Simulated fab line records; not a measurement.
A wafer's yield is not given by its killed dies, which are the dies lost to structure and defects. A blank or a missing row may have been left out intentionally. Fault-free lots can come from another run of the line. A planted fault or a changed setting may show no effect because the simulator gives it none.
What tool caused it? | flow sky130 | 12 lots, 36 wafers sampled, at 3 steps of a route of 708

## WHAT EACH GAUGE READ, for each wafer
SKY_VIA2_CD_MEAS_12: the cd target is 200 nm.
lot  | measured     | on        | cd_nm (nm)
L075 | day 36 16:02 | cd_sem-01 | 199.6 199.3 199.0
L077 | day 37 18:55 | cd_sem-01 | 196.6 198.0 198.4
L078 | day 38 06:31 | cd_sem-01 | 201.3 201.1 201.0
L081 | day 38 23:25 | cd_sem-02 | 201.0 200.5 201.6
L083 | day 39 01:13 | cd_sem-01 | 199.4 198.3 198.3
L085 | day 39 21:55 | cd_sem-01 | 200.9 200.7 200.7
L087 | day 40 12:04 | cd_sem-01 | 199.0 199.4 200.0
L088 | day 40 23:00 | cd_sem-02 | 201.2 200.1 201.2
L091 | day 41 15:14 | cd_sem-01 | 201.8 204.1 203.9
L093 | day 42 01:19 | cd_sem-01 | 201.2 201.7 200.8
L095 | day 42 11:40 | cd_sem-01 | 199.3 198.8 199.3
L097 | day 43 03:15 | cd_sem-01 | 200.4 200.2 199.9

## TOOL THAT RAN EACH LOT (tool first, then ch and the chambers of the sampled wafers, then the start)
lot  | SKY_LOCAL_INTERCONNECT_STRIP_15      | SKY_METAL1_DESCUM_17
L075 | plasma_asher-02 ch 0,1, day 30 18:04 | rie_metal-01 ch 0,1, day 33 05:10
L077 | plasma_asher-03 ch 0,1, day 32 00:01 | rie_metal-02 ch 0, day 34 09:18
L078 | plasma_asher-02 ch 0,1, day 32 11:14 | rie_metal-01 ch 0,1, day 34 19:58
L081 | plasma_asher-04 ch 0,1, day 33 05:28 | rie_metal-03 ch 0,1, day 35 13:25
L083 | plasma_asher-02 ch 0,1, day 33 10:34 | rie_metal-01 ch 0,1, day 35 16:28
L085 | plasma_asher-04 ch 0,1, day 34 05:10 | rie_metal-03 ch 0,1, day 36 12:43
L087 | plasma_asher-03 ch 0,1, day 34 20:26 | rie_metal-01 ch 0,1, day 37 04:31
L088 | plasma_asher-03 ch 0,1, day 35 07:47 | rie_metal-02 ch 0,1, day 37 15:16
L091 | plasma_asher-02 ch 0,1, day 36 01:37 | rie_metal-02 ch 0,1, day 38 08:53
L093 | plasma_asher-04 ch 0,1, day 36 13:11 | rie_metal-01 ch 0,1, day 38 19:50
L095 | plasma_asher-04 ch 0,1, day 36 22:50 | rie_metal-01 ch 0,1, day 39 05:13
L097 | plasma_asher-04 ch 0,1, day 37 17:38 | rie_metal-01 ch 0,1, day 39 22:47
- SKY_LOCAL_INTERCONNECT_STRIP_15: strips in O2/N2.
- SKY_METAL1_DESCUM_17: chemistry O2, time 8 s.

## THE ANSWER, worked out from the rows above alone
Rule: usual is defined by the lots themselves. The widest of any qualifying gaps counts: lots, ordered by their means at a reading, are off when they make up no more than a third of the lots, leave a main group of 4 or more, and stand apart from it by 3 or more times the standard deviation of that group's means. A main group is skipped when, at the precision printed for the reading in the tables above, its means are all equal. A lot without any number at a reading at which 4 lots or more have one is off too. Where the step has rows for the other lots, those lots are counted as sound.
No lot is off on any of the readings shown, so nothing can be concluded from this.

## WHAT THE SIMULATOR PUT IN
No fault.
